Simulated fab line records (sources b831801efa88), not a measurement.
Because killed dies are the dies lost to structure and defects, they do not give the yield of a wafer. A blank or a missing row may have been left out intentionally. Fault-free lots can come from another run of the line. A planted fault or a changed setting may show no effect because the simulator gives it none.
Which of the tools did it? + flow gf180mcu + 7 lots with 21 wafers sampled at 2 steps, on a route of 602 steps

WHAT EACH GAUGE READ, for each wafer
GF_SALICIDE_RS_MEAS_04: a four-point-probe measurement.
| lot  | measured     | on            | SALICIDE_TIN_RS (ohm/sq) |
|------|--------------|---------------|--------------------------|
| L267 | day 15 23:17 | film metro-04 | 16.63 16.52 16.49        |
| L270 | day 17 05:37 | film metro-04 | 15.91 16.12 15.99        |
| L273 | day 18 14:48 | film metro-01 | 16.27 16.17 16.11        |
| L276 | day 19 13:23 | film metro-04 | 16.36 16.50 16.14        |
| L278 | day 19 21:20 | film metro-03 | 15.85 15.99 15.89        |
| L279 | day 20 16:23 | film metro-01 | 16.52 16.60 16.40        |
| L285 | day 22 02:49 | film metro-04 | 17.83 18.11 17.69        |

WHICH TOOL RAN EACH LOT (tool, then ch and the chambers of the sampled wafers, then the start)
| lot  | GF_SALICIDE_SPUTTER_02       |
|------|------------------------------|
| L267 | pvd sputter-02, day 15 23:14 |
| L270 | pvd sputter-02, day 17 05:34 |
| L273 | pvd sputter-03, day 18 14:37 |
| L276 | pvd sputter-03, day 19 13:20 |
| L278 | pvd sputter-02, day 19 21:15 |
| L279 | pvd sputter-02, day 20 16:20 |
| L285 | pvd sputter-03, day 22 02:43 |
- GF_SALICIDE_SPUTTER_02: material Co, target thk 10 nm, time 20 s.

THE ANSWER, worked out from the rows above alone
Rule: usual is defined by the lots themselves. Put in order of their means at a reading, lots are off if they are a third of the lots or fewer, leave a main group of 4 or more, and stand apart from it by a gap of 3 or more times the standard deviation of the main group's means; of several such gaps the widest counts. The tables above print the reading to a certain number of digits; a main group whose means all agree to those digits is not used. Also off: a lot with no number at a reading for which 4 or more lots have one. Where the step has rows for the other lots, those lots are counted as sound.
Off: L285, seen at GF_SALICIDE_RS_MEAS_04 (SALICIDE_TIN_RS). For the main group the mean is 16.25 ohm/sq and the standard deviation 0.24.
If a tool, at a process step before that reading, ran all the lots that are off and no sound lot after the first of them, it fits. Those tools and the gauges at GF_SALICIDE_RS_MEAS_04 are tried in the same way. 2 tools fit, pvd sputter-03 at GF_SALICIDE_SPUTTER_02 and film metro-04 at GF_SALICIDE_RS_MEAS_04, so this cannot tell which one it is.

WHAT THE SIMULATOR HAD INSERTED
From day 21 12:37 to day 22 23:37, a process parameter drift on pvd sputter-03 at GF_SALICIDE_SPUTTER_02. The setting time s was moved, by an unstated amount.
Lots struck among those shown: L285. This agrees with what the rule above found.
